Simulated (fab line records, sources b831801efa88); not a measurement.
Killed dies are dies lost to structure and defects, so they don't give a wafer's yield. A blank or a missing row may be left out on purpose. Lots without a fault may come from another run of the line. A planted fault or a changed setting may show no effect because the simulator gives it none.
Problem report in the 8D (eight disciplines) form, filled by code | flow sky130 | the parts of the form that need people (team, actions taken, sign-off) are left out

1. THE PROBLEM
run_length_s at SKY_DNWELL_DEHYDRATE_00 reads a mean of 95.26 s on 9 wafers of 3 lots; wafers without a fault read 89.10 s with a standard deviation of 0.2. That is +31 standard deviations from the usual mean.
The step: time 60 s.
First seen on wafer L333.2, day 6 12:54, on litho_track-02. The record holds 36 wafers of 12 lots with a number at this step. Rule for "out", or "out of limits": more than 4 standard deviations from the usual mean. The other wafers with a number count as sound.

2. WHAT IT IS AND WHAT IT IS NOT
question                    | is                     | is not
which readings at this step | run_length_s           | -
which lots                  | L333, L337, L339       | L321, L322, L324, L327, L330, L331, L336, L342, L343
which wafers of those lots  | all that have a number | -
read on which tools         | litho_track-02         | litho_track-01, litho_track-03
when                        | from day 6 12:54       | up to then (18 sound wafers); but 9 sound wafers of L336, L342, L343 came after

3. SUSPECTS, AND WHAT RULES EACH OUT
Counting: a tool at a process step up to the reading stays a suspect if it ran every lot that is out and no sound lot after the first of them.
- litho_track-02 at SKY_DNWELL_DEHYDRATE_00 (time 60 s): kept. It ran every lot that is out, first L333 (day 6 12:54), and no sound lot after that; its last sound lot up to then is L331 (day 6 05:55). Its own readings are out on those wafers: run_length_s.
Left after counting: litho_track-02 at SKY_DNWELL_DEHYDRATE_00.

4. THE CAUSE (what the simulator had put in)
Process parameter drift: litho_track-02, from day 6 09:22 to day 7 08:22, at SKY_DNWELL_DEHYDRATE_00. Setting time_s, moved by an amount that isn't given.
Counting left only this tool.

5. THE CHAIN OF EFFECTS, in route order
Each row: a reading whose mean over the struck wafers that have a number lies more than 3 standard deviations from the usual. Only readings for which the record gives a usual standard deviation are gone through. hours: the time from each lot's start at the first step in this table that gives one to its start at this step, as a median over the lots. sigmas: the change in usual standard deviations.
hours | step                    | reading      | usual   | on struck wafers | change | sigmas
0     | SKY_DNWELL_DEHYDRATE_00 | run_length_s | 89.10 s | 95.26            | +6.16  | +31
The process steps in it:
- SKY_DNWELL_DEHYDRATE_00: time 60 s.
Later measuring or inspecting steps at which every struck wafer that the step has a row for has a number for every such reading, and none has moved that far: SKY_VT_ADJUST_PCH_TW_MEAS_10.

6. WHAT WOULD HAVE CAUGHT IT SOONER
In this record the first reading out of limits was taken at day 6 12:54, 4 hours after the fault began at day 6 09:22.
